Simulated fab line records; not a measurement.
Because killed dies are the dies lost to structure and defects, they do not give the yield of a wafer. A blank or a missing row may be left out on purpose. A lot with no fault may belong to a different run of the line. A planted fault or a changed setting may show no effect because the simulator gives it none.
What tool caused it?    flow sky130    9 lots with 27 wafers sampled at 4 steps, on a route of 708 steps

WHAT THE GAUGES READ, wafer by wafer
SKY_CAP2M_RS_MEAS_03: measures by four-point-probe.
lot   measured      on             CAP2M_TIN_RS (ohm/sq)
L793  day 39 18:56  film-metro-01  6.84 6.89 6.87
L795  day 40 07:04  film-metro-02  6.91 6.90 6.92
L798  day 41 11:52  film-metro-02  6.89 6.99 6.97
L799  day 42 09:22  film-metro-02  6.93 6.89 6.95
L801  day 42 15:03  film-metro-01  6.85 6.91 6.92
L805  day 43 14:02  film-metro-01  6.87 6.97 5.07
L814  day 45 17:43  film-metro-01  6.89 6.94 6.94
L815  day 45 23:32  film-metro-02  6.82 6.87 6.83
L816  day 46 03:13  film-metro-01  7.02 6.94 6.94

TOOL THAT RAN EACH LOT (tool first, then ch and the chambers of the sampled wafers, then the start)
lot   SKY_LOCAL_INTERCONNECT_STRIP_15       SKY_CONTACT_ETCH_17                 SKY_CAP2M_SPUTTER_02
L793  plasma-asher-01 ch 0,1, day 30 11:04  rie-diel-01 ch 0,2,3, day 31 16:10  pvd-sputter-03, day 39 18:49
L795  plasma-asher-01 ch 0, day 31 00:09    rie-diel-04 ch 1,2,3, day 32 05:10  pvd-sputter-04, day 40 06:57
L798  plasma-asher-02 ch 0,1, day 32 08:48  rie-diel-02 ch 0,3, day 33 12:53    pvd-sputter-02, day 41 11:44
L799  plasma-asher-04 ch 0,1, day 33 08:43  rie-diel-04 ch 0,1, day 34 12:31    pvd-sputter-03, day 42 09:15
L801  plasma-asher-04 ch 0,1, day 33 13:35  rie-diel-02 ch 1,2,3, day 34 17:11  pvd-sputter-03, day 42 14:55
L805  plasma-asher-01 ch 0,1, day 34 15:25  rie-diel-01 ch 0,2,3, day 35 19:22  pvd-sputter-02, day 43 13:55
L814  plasma-asher-01 ch 0,1, day 37 03:34  rie-diel-01 ch 2,3, day 38 07:25    pvd-sputter-04, day 45 17:33
L815  plasma-asher-02 ch 0,1, day 37 11:55  rie-diel-02 ch 0,1,3, day 38 14:52  pvd-sputter-03, day 45 23:26
L816  plasma-asher-04 ch 0,1, day 37 16:45  rie-diel-04 ch 0,2,3, day 38 19:34  pvd-sputter-02, day 46 03:07
- SKY_LOCAL_INTERCONNECT_STRIP_15: strips in O2/N2.
- SKY_CONTACT_ETCH_17: etches SiO2 in C4F8/O2/Ar, stops on Si3N4, target depth 340 nm.
- SKY_CAP2M_SPUTTER_02: material TiN, target thk 200 nm, time 166.7 s.

THE ANSWER, worked out from the rows above alone
Rule: the lots themselves supply what counts as usual. Put in order of their means at a reading, lots are off if they are a third of the lots or fewer, leave a main group of 4 or more, and stand apart from it by a gap of 3 or more times the standard deviation of the main group's means; of several such gaps the widest counts. If all means in a main group match to the digits the tables above print for the reading, that group is not used. Also off: a lot with no number at a reading for which 4 or more lots have one. The other lots that the step has rows for count as sound.
Off: L805, seen at SKY_CAP2M_RS_MEAS_03 (CAP2M_TIN_RS). For the main group the mean is 6.91 ohm/sq and the standard deviation 0.039.
If a tool, at a process step before that reading, ran all the lots that are off and no sound lot after the first of them, it fits. Gauges at SKY_CAP2M_RS_MEAS_03: tried the same way as those tools. Not one of the candidates tried fits.

WHAT HAD BEEN PUT IN BY THE SIMULATOR
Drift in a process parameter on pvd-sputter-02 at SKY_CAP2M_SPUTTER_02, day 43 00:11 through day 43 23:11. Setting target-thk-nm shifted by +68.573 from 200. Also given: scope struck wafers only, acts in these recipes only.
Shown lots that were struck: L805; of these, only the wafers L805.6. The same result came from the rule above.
